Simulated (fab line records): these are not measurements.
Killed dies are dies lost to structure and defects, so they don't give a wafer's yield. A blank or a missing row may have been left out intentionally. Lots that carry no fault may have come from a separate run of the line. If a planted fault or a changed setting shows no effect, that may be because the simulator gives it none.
fab line records	flow sky130
[record] lots = 7	wafers = 21	last-day = 50
route steps=708 shown POLY_CUT@318 SD_P@320 RES_XHIGH@332 SD_N@342
lots with no fault: from the same line, run without faults
start-h: start of the lot's first displayed wafer, in hours after the record's first day	wait-h: how many hours have passed since the lot's step before this one	" same as the row above	L1.1+2: one row covering several wafers at once	- no value, or no start given	* or withheld: withheld	< > ~ a bound
route shown NAME@n: a module of which the file shows steps, and the number in the route of the first	usual: the fault-free wafers' mean and standard deviation	same: alike in all rows	chamber/n: place in a boat	sites: per-site readings	_std_site: the standard deviation of these	_edge_site: outer sites' mean less inner sites'	radius-mm: for every site, how far away it sits from the centre of the wafer	mask NAME#n: copy n	behind: tool/chamber where the wafer was last shaped	hold: the reason the lot was held/the length of the hold in hours/how it ended	device: transistor that didn't switch, given as n, p or np	end of line: tests run on the same wafers once the route is complete	step lacking rows: just its recipe	killed: count of dies lost to structure and defects at first sort (not the wafer's yield)	map: dies across one wafer; x = killed, . = not, _ = none there
set.NAME: the run value of the setting; set.NAME@STEP: its run value at that earlier step	model.NAME: the simulator's own value behind a step, which no gauge read
certain route steps with their lots: each step a table, each wafer a row
services: a tool's chamber out of use, with start hour (start-h, from the record's first day; less than 0 if before it), hours out, and reason
[[steps]]
[step SKY_POLY_CUT_ETCH_11]
[recipe] target = Si3N4	chemistry = CF4/CH2F2/Ar	stop-on = poly-Si	source-w = 600	bias-w = 150	pressure-mtorr = 40	cf4-flow-sccm = 40	ch2f2-flow-sccm = 20	Ar_flow_sccm = 150	time-s = 42.5	target-depth-a = 600
[usual] drypump-motor-current-A = 5.8/0.36	oes-product-au = 0.831/0.0062	throttle-valve-pct = 14.995/0.0084
lot.wafer	tool	chamber	start-h	wait-h	drypump-motor-current-A	oes-product-au	rf-hours-counter-h	throttle-valve-pct
L378.3	rie-diel-04	3	580.36	0.0	5.8	0.826	13	14.991
L378.4	"	0	"	"	6.0	0.830	5	14.998
L378.5	"	1	"	"	5.2	0.834	-	14.985
L384.1	rie-diel-04	1	663.70	0.0	5.2	0.835	4	14.987
L384.3	"	3	"	"	5.8	0.836	15	14.989
L384.5	"	0	"	"	6.0	0.838	-	14.982
L391.2	rie-diel-04	3	686.25	0.0	5.8	0.837	16	15.007
L391.3	"	2	"	"	6.3	0.829	7	14.999
L391.4	"	1	"	"	5.2	0.827	5	14.983
L392.1	rie-diel-04	1	694.96	0.0	5.2	0.831	5	14.979
L392.2	"	3	"	"	5.8	0.833	16	14.986
L392.4	"	0	"	"	6.0	0.825	7	14.989
L393.1	rie-diel-01	2	705.50	0.0	5.8	0.838	16	15.003
L393.5	"	3	"	"	5.6	0.837	-	14.998
L393.6	"	2	"	"	5.8	0.839	-	14.995
L394.2	rie-diel-02	2	719.81	0.0	6.0	0.841	21	14.994
L394.5	"	3	"	"	5.6	0.836	-	14.995
L394.6	"	0	"	"	5.3	0.827	-	14.995
L396.1	rie-diel-04	2	740.15	0.0	6.3	0.830	9	15.002
L396.3	"	3	"	"	5.8	0.820	17	14.983
L396.5	"	0	"	"	6.0	0.829	-	14.980
[step SKY_POLY_CUT_STRIP_12]
[recipe] chemistry = O2/N2	power-w = 1400	pressure-mtorr = 1500	platen-temp-c = withheld	o2-flow-sccm = 3000	n2-flow-sccm = 300	overash-fraction = 0.5
[usual] chamber-pressure-mTorr = 1500.0/1.3	drypump-motor-current-A = 5.9/0.45	oes-product-au = 0.453/0.0047	strip-time-to-endpoint-s = 5.358/0.022
lot.wafer	tool	chamber	start-h	wait-h	chamber-pressure-mTorr	drypump-motor-current-A	oes-product-au	rf-hours-counter-h	strip-time-to-endpoint-s
L378.3	plasma-asher-01	1	580.43	0.1	1500.3	5.3	0.453	-	5.356
L378.4	"	0	"	"	1499.8	6.1	0.449	-	5.380
L378.5	"	1	"	"	1498.2	5.3	0.448	-	5.354
L384.1	plasma-asher-04	1	663.74	0.0	1499.9	5.2	0.457	93	5.333
L384.3	"	1	"	"	1497.3	5.2	0.441	-	5.341
L384.5	"	0	"	"	1497.0	6.0	0.444	-	5.347
L391.2	plasma-asher-02	0	686.29	0.0	1499.9	6.5	0.454	59	5.345
L391.3	"	0	"	"	1501.5	6.5	0.451	-	5.368
L391.4	"	1	"	"	1498.2	5.8	0.454	-	5.329
L392.1	plasma-asher-01	1	695.00	0.0	1502.1	5.3	0.452	23	5.367
L392.2	"	0	"	"	1500.9	6.1	0.450	23	5.402
L392.4	"	0	"	"	1500.3	6.1	0.454	-	5.376
L393.1	plasma-asher-04	0	705.54	0.0	1499.5	5.9	0.450	97	5.384
L393.5	"	1	"	"	1501.1	5.2	0.461	-	5.375
L393.6	"	0	"	"	1499.0	5.9	0.454	-	5.371
L394.2	plasma-asher-02	0	719.85	0.0	1499.0	6.5	0.451	62	5.311
L394.5	"	1	"	"	1499.3	5.8	0.452	-	5.346
L394.6	"	0	"	"	1500.1	6.5	0.455	-	5.318
L396.1	plasma-asher-02	1	740.19	0.0	1499.1	5.8	0.454	65	5.327
L396.3	"	0	"	"	1499.8	6.5	0.447	-	5.329
L396.5	"	1	"	"	1497.8	5.8	0.449	-	5.326
[step SKY_SD_P_DEHYDRATE_00]
[recipe] temp-c = 200	time-s = 60
[step SKY_SD_P_HMDS_01]
[recipe] prime-time-s = 60	prime-temp-c = 120
[step SKY_SD_P_COAT_02]
[recipe] resist = NOVOLAK	spin-rpm = 3000	resist-thk-nm = 1140
[step SKY_SD_P_SOFTBAKE_03]
[recipe] temp-c = 90	time-s = 60	resist = NOVOLAK
[step SKY_SD_P_EXPOSE_04]
[recipe] mask-id = PSDM	na = 0.6	source-shape = conventional	sigma-outer = 0.6	polarization = unpolarized	target-cd-nm = 380	dose-mj = 138
[step SKY_SD_P_PEB_05]
[recipe] temp-c = withheld	time-s = *	resist = NOVOLAK
[step SKY_SD_P_DEVELOP_06]
[recipe] resist = NOVOLAK	developer = TMAH	develop-time-s = 60	dev-temp-c = 23
[step SKY_SD_P_CD_MEAS_07]
[recipe] target-cd-nm = 380
[usual] cd-nm = 380.3/2.7
lot.wafer	tool	chamber	start-h	wait-h	cd-nm
L378.3	cd-sem-01	-	609.96	0.1	378.9
L378.4	"	-	"	"	379.1
L378.5	"	-	"	"	379.2
L384.1	cd-sem-01	-	692.31	0.1	386.2
L384.3	"	-	"	"	384.2
L384.5	"	-	"	"	384.9
L391.2	cd-sem-01	-	713.93	0.1	379.8
L391.3	"	-	"	"	379.5
L391.4	"	-	"	"	380.7
L392.1	cd-sem-02	-	722.31	0.1	382.9
L392.2	"	-	"	"	378.8
L392.4	"	-	"	"	383.1
L393.1	cd-sem-01	-	732.67	0.1	380.2
L393.5	"	-	"	"	381.7
L393.6	"	-	"	"	382.5
L394.2	cd-sem-02	-	747.28	0.1	381.1
L394.5	"	-	"	"	380.4
L394.6	"	-	"	"	382.3
L396.1	cd-sem-02	-	767.62	0.1	386.3
L396.3	"	-	"	"	386.0
L396.5	"	-	"	"	387.1
[step SKY_SD_P_OVL_MEAS_08]
[usual] SD_P_OVL = -0.9/1.6
lot.wafer	tool	chamber	start-h	wait-h	SD_P_OVL[nm]
L378.3	overlay-02	-	610.05	0.1	-2.0
L378.4	"	-	"	"	-0.4
L378.5	"	-	"	"	-1.7
L384.1	overlay-01	-	692.43	0.1	1.1
L384.3	"	-	"	"	1.3
L384.5	"	-	"	"	1.4
L391.2	overlay-01	-	714.04	0.1	-4.2
L391.3	"	-	"	"	-3.4
L391.4	"	-	"	"	-3.5
L392.1	overlay-01	-	722.43	0.1	-1.3
L392.2	"	-	"	"	-1.8
L392.4	"	-	"	"	-0.9
L393.1	overlay-01	-	732.79	0.1	-0.5
L393.5	"	-	"	"	-1.8
L393.6	"	-	"	"	-1.5
L394.2	overlay-02	-	747.39	0.1	-2.8
L394.5	"	-	"	"	-0.9
L394.6	"	-	"	"	-1.1
L396.1	overlay-02	-	767.74	0.1	-1.5
L396.3	"	-	"	"	-1.1
L396.5	"	-	"	"	-2.2
[step SKY_SD_P_IMPLANT_09]
[recipe] species = BF2	energy-kev = 20	dose-cm2 = 3e+15	tilt-deg = 0
[step SKY_SD_P_STRIP_10]
[recipe] chemistry = O2/N2	power-w = 1400	pressure-mtorr = 1500	platen-temp-c = withheld	o2-flow-sccm = 3000	n2-flow-sccm = 300	overash-fraction = 0.5
[usual] chamber-pressure-mTorr = 1500.3/1.3	drypump-motor-current-A = 5.9/0.38	oes-product-au = 0.618/0.0045	strip-time-to-endpoint-s = 17.49/0.049
lot.wafer	tool	chamber	start-h	wait-h	chamber-pressure-mTorr	drypump-motor-current-A	oes-product-au	rf-hours-counter-h	strip-time-to-endpoint-s	model.NOVOLAK_of_SD_P_COAT_02.thk-nm
L378.3	plasma-asher-04	1	610.26	0.1	1501.6	5.2	0.623	-	17.47	0
L378.4	"	0	"	"	1501.5	5.9	0.621	-	17.52	0
L378.5	"	0	"	"	1499.1	6.0	0.621	-	17.45	0
L384.1	plasma-asher-02	0	692.62	0.1	1498.6	6.5	0.623	59	17.49	0
L384.3	"	1	"	"	1498.9	5.8	0.621	-	17.49	0
L384.5	"	0	"	"	1500.4	6.5	0.617	-	17.49	0
L391.2	plasma-asher-02	1	714.22	0.1	-	-	-	-	-	1144
L391.3	"	1	"	"	-	-	-	-	-	1142
L391.4	"	0	"	"	-	-	-	-	-	1144
L392.1	plasma-asher-02	1	722.62	0.1	-	-	-	-	-	1136
L392.2	"	0	"	"	-	-	-	-	-	1141
L392.4	"	1	"	"	-	-	-	-	-	1146
L393.1	plasma-asher-03	0	732.97	0.1	-	-	-	-	-	1141
L393.5	"	1	"	"	-	-	-	-	-	1140
L393.6	"	0	"	"	-	-	-	-	-	1137
L394.2	plasma-asher-02	1	747.57	0.1	1501.1	5.8	0.614	65	17.46	0
L394.5	"	1	"	"	1498.5	5.8	0.619	-	17.43	0
L394.6	"	0	"	"	1499.0	6.5	0.619	-	17.46	0
L396.1	plasma-asher-04	1	767.92	0.1	1501.3	5.2	0.618	2	17.50	0
L396.3	"	1	"	"	1499.4	5.2	0.621	-	17.52	0
L396.5	"	0	"	"	1502.8	5.9	0.619	-	17.50	0
[step SKY_SD_P_TW_MEAS_11]
[usual] SD_P_TW = 2808/27
lot.wafer	tool	chamber	start-h	wait-h	SD_P_TW
L378.3	film-metro-03	-	610.34	0.1	2819
L378.4	"	-	"	"	2814
L378.5	"	-	"	"	2837
L384.1	film-metro-03	-	692.72	0.1	2831
L384.3	"	-	"	"	2833
L384.5	"	-	"	"	2824
L391.2	film-metro-01	-	714.33	0.1	2795
L391.3	"	-	"	"	2789
L391.4	"	-	"	"	2823
L392.1	film-metro-03	-	722.72	0.1	2830
L392.2	"	-	"	"	2836
L392.4	"	-	"	"	2824
L393.1	film-metro-01	-	733.07	0.1	2803
L393.5	"	-	"	"	2770
L393.6	"	-	"	"	2781
L394.2	film-metro-03	-	747.68	0.1	2821
L394.5	"	-	"	"	2822
L394.6	"	-	"	"	2825
L396.1	film-metro-02	-	768.02	0.1	2842
L396.3	"	-	"	"	2860
L396.5	"	-	"	"	2853
[step SKY_RES_XHIGH_DEHYDRATE_00]
[recipe] temp-c = 200	time-s = 60
[step SKY_RES_XHIGH_HMDS_01]
[recipe] prime-time-s = 60	prime-temp-c = 120
[step SKY_RES_XHIGH_COAT_02]
[recipe] resist = NOVOLAK	spin-rpm = 3000	resist-thk-nm = 1140
[step SKY_RES_XHIGH_SOFTBAKE_03]
[recipe] temp-c = 90	time-s = 60	resist = NOVOLAK
[step SKY_RES_XHIGH_EXPOSE_04]
[recipe] mask-id = URPM	na = 0.6	source-shape = conventional	sigma-outer = 0.6	polarization = unpolarized	target-cd-nm = 1270	dose-mj = 140
[step SKY_RES_XHIGH_PEB_05]
[recipe] temp-c = withheld	time-s = *	resist = NOVOLAK
[step SKY_RES_XHIGH_DEVELOP_06]
[recipe] resist = NOVOLAK	developer = TMAH	develop-time-s = 60	dev-temp-c = 23
[step SKY_RES_XHIGH_IMPLANT_07]
[recipe] species = BF2	energy-kev = 20	dose-cm2 = 3.6e+14	tilt-deg = 0
[step SKY_RES_XHIGH_STRIP_08]
[recipe] chemistry = O2/N2	power-w = 1400	pressure-mtorr = 1500	platen-temp-c = withheld	o2-flow-sccm = 3000	n2-flow-sccm = 300	overash-fraction = 0.5
[usual] chamber-pressure-mTorr = 1499.9/1.4	drypump-motor-current-A = 5.7/0.31	oes-product-au = 0.711/0.0047	strip-time-to-endpoint-s = 14.27/0.044
lot.wafer	tool	chamber	start-h	wait-h	chamber-pressure-mTorr	drypump-motor-current-A	oes-product-au	rf-hours-counter-h	strip-time-to-endpoint-s
L378.3	plasma-asher-04	1	639.98	0.1	1500.6	5.2	0.718	-	14.31
L378.4	"	0	"	"	1501.7	5.9	0.723	-	14.29
L378.5	"	1	"	"	1500.9	5.2	0.710	-	14.29
L384.1	plasma-asher-01	1	720.20	0.1	1499.4	5.3	0.715	26	14.31
L384.3	"	0	"	"	1502.5	6.1	0.709	-	14.30
L384.5	"	0	"	"	1501.5	6.1	0.708	-	14.31
L391.2	plasma-asher-03	1	742.02	0.1	1498.6	5.6	0.719	95	31.37
L391.3	"	0	"	"	1501.6	5.9	0.725	-	31.35
L391.4	"	1	"	"	1501.7	5.6	0.717	-	31.37
L392.1	plasma-asher-03	0	750.30	0.1	1499.5	5.9	0.715	96	31.34
L392.2	"	1	"	"	1500.7	5.6	0.723	96	31.40
L392.4	"	1	"	"	1500.2	5.6	0.715	-	31.47
L393.1	plasma-asher-04	0	759.15	0.1	1501.0	5.9	0.707	2	31.26
L393.5	"	0	"	"	1501.5	6.0	0.719	-	31.30
L393.6	"	1	"	"	1504.1	5.2	0.720	-	31.25
L394.2	plasma-asher-03	1	774.15	0.1	1500.7	5.6	0.712	99	14.28
L394.5	"	0	"	"	1502.9	5.9	0.709	-	14.24
L394.6	"	1	"	"	1498.2	5.6	0.705	-	14.27
L396.1	plasma-asher-03	0	794.61	0.1	1498.6	5.9	0.712	101	14.34
L396.3	"	1	"	"	1498.2	5.6	0.715	-	14.29
L396.5	"	0	"	"	1498.9	5.9	0.704	-	14.32
[step SKY_RES_XHIGH_TW_MEAS_09]
[usual] RES_XHIGH_TW = 1636/15
lot.wafer	tool	chamber	start-h	wait-h	RES_XHIGH_TW
L378.3	film-metro-03	-	640.07	0.1	1646
L378.4	"	-	"	"	1640
L378.5	"	-	"	"	1639
L384.1	film-metro-01	-	720.30	0.1	1618
L384.3	"	-	"	"	1624
L384.5	"	-	"	"	1615
L391.2	film-metro-02	-	742.13	0.1	30
L391.3	"	-	"	"	30
L391.4	"	-	"	"	30
L392.1	film-metro-01	-	750.40	0.1	30
L392.2	"	-	"	"	30
L392.4	"	-	"	"	29
L393.1	film-metro-03	-	759.25	0.1	30
L393.5	"	-	"	"	30
L393.6	"	-	"	"	30
L394.2	film-metro-03	-	774.26	0.1	1634
L394.5	"	-	"	"	1640
L394.6	"	-	"	"	1636
L396.1	film-metro-01	-	794.71	0.1	1620
L396.3	"	-	"	"	1633
L396.5	"	-	"	"	1629
[step SKY_SD_N_DEHYDRATE_00]
[recipe] temp-c = 200	time-s = 60
[[services]]
tool	chamber	start-h	hours	kind
rie-diel-02	2	558.86	13.4	repair
plasma-asher-04	-	571.59	4.0	repair
rie-diel-02	2	583.96	6.1	repair
rie-diel-04	-	623.10	0.8	repair
plasma-asher-01	-	626.74	44.3	repair
plasma-asher-04	-	633.23	1.3	repair
rie-diel-02	-	640.37	2.8	pm
plasma-asher-03	-	642.95	1.0	repair
rie-diel-04	-	683.24	2.8	pm
rie-diel-02	3	693.94	4.8	repair
rie-diel-01	2	700.56	2.5	repair
plasma-asher-04	-	706.14	14.7	repair
plasma-asher-04	-	733.75	9.0	pm
plasma-asher-04	0	733.75	9.0	vent-cycle
plasma-asher-04	1	733.75	9.0	vent-cycle
plasma-asher-04	0	742.75	-	clean
plasma-asher-04	1	742.75	-	clean
rie-diel-01	-	744.40	0.3	repair
plasma-asher-04	-	769.88	4.3	repair
rie-diel-02	1	786.48	2.8	repair
[[key]]
[first-sign] step = SKY_SD_P_STRIP_10	reading = tool-record	direction = missing
[effect] step = SKY_RES_XHIGH_STRIP_08	reading = strip-time-to-endpoint-s	direction = up	sigmas = 99+	usual = *	struck = *
[effect] step = SKY_RES_XHIGH_TW_MEAS_09	reading = RES_XHIGH_TW	direction = down	sigmas = 99+	usual = 1636	struck = 30
[model-effect] step = SKY_SD_P_STRIP_10	value = NOVOLAK_of_SD_P_COAT_02.thk-nm	without = 0	struck = 1141
[model-effect] step = SKY_PAD_OPEN_PROBE_99	value = etest.res-xhigh-po.open	without = 0	struck = 1
met-at SKY_SD_P_STRIP_10
struck-wafers L391.2,L391.3,L391.4,L392.1,L392.2,L392.4,L393.1,L393.5,L393.6
sort-left-out L391.2,L391.3,L391.4,L392.1,L392.2,L392.4,L393.1,L393.5,L393.6
tester-left-out L391,L392,L393
onset-between 692.62 714.22
[fault] kind = skipped-step-whole	tool = plasma-asher-02,plasma-asher-03	chamber = -	onset-h = 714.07	steps = SKY_SD_P_STRIP_10	scope = struck-lots-only
// tester-left-out: of these lots the tester's yield and bins aren't shown, on N5 and GAA mostly nor the transistor test; their killed dies are dies lost to structure and defects alone, not to doping, threshold or leakage, so they don't give the yield
// sort-left-out: the simulated sort isn't trusted on such a fault, so these wafers' sort isn't shown, and their yield isn't known
